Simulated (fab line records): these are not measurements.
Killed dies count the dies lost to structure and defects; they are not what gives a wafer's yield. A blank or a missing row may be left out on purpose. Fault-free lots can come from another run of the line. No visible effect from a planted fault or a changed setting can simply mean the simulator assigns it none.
Problem report in the 8D (eight disciplines) form, filled by code    flow sky130    the parts of the form that need people (team, actions taken, sign-off) are left out

1. PROBLEM STATEMENT
Wafers without a fault read 4.999e+12, standard deviation 5.8e+09; doseIonsCm2 at SKY_LDD_N_IMPLANT_15 reads a mean of 7.832e+12 on 6 wafers belonging to 2 lots. That is +99 or more standard deviations from the usual mean.
First observed at day 24 14:33: wafer L226.2, on implanter-01. The record has a number at this step for 42 wafers belonging to 14 lots. By rule, "out" or "out of limits" means more than 4 standard deviations away from the usual mean. The rest of the wafers with a number are treated as sound.

2. WHAT IT IS, AND WHAT IT ISN'T
question                     is                             is not
which readings at this step  doseIonsCm2, faradayCurrentUA  beamOnS
which lots                   L226, L227                     L207, L208, L210, L211, L212, L216, L217, L219, L221, L224, L228, L230
which wafers of those lots   all that have a number         -
read on which tools          implanter-01                   implanter-02, implanter-03
when                         from day 24 14:33              up to then (30 sound wafers); but 6 sound wafers of L228, L230 came after

3. THE SUSPECTS, EACH WITH WHAT RULES IT OUT
Counting: any tool at a process step up to the reading is kept as a suspect provided that every lot that is out went through it and no sound lot did after the first of them.
- implanter-01 at SKY_LDD_N_IMPLANT_15: kept. Every lot that is out went through it, starting with L226 (day 24 14:33), and after that it ran no sound lot; the last sound lot it ran before then is L224 (day 23 21:58). Out on those wafers are its own readings of doseIonsCm2, faradayCurrentUA.
Remaining after the count: implanter-01 at SKY_LDD_N_IMPLANT_15.

4. THE CAUSE (what the simulator had put in)
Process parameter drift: implanter-01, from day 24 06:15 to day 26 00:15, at SKY_LDD_N_IMPLANT_15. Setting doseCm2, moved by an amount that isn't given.
The count eliminated every tool but this one.

5. THE EFFECT CHAIN, in route order
Each row: a reading where the mean over the struck wafers with a number is more than 3 standard deviations away from the usual. Readings are gone through only where the record gives a usual standard deviation; hours: the median, over the lots, of the time from a lot's start at the first step in this table giving one to that lot's start at this step; sigmas: the change measured in usual standard deviations.
hours  step                  reading           usual      on struck wafers  change      sigmas
0      SKY_LDD_N_IMPLANT_15  doseIonsCm2       4.999e+12  7.832e+12         +2.832e+12  +99 or more
0      SKY_LDD_N_IMPLANT_15  faradayCurrentUA  28.1       43.5              +15.4       +27
Its process steps:
- SKY_LDD_N_IMPLANT_15
At these later measuring or inspecting steps, every struck wafer for which the step has a row has a number for every such reading, and none has moved that far: SKY_SPACER_THK_MEAS_01.

6. WHAT WOULD HAVE CAUGHT IT SOONER
8 hours passed between the start of the fault at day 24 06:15 and the first reading out of limits in this record, taken at day 24 14:33.
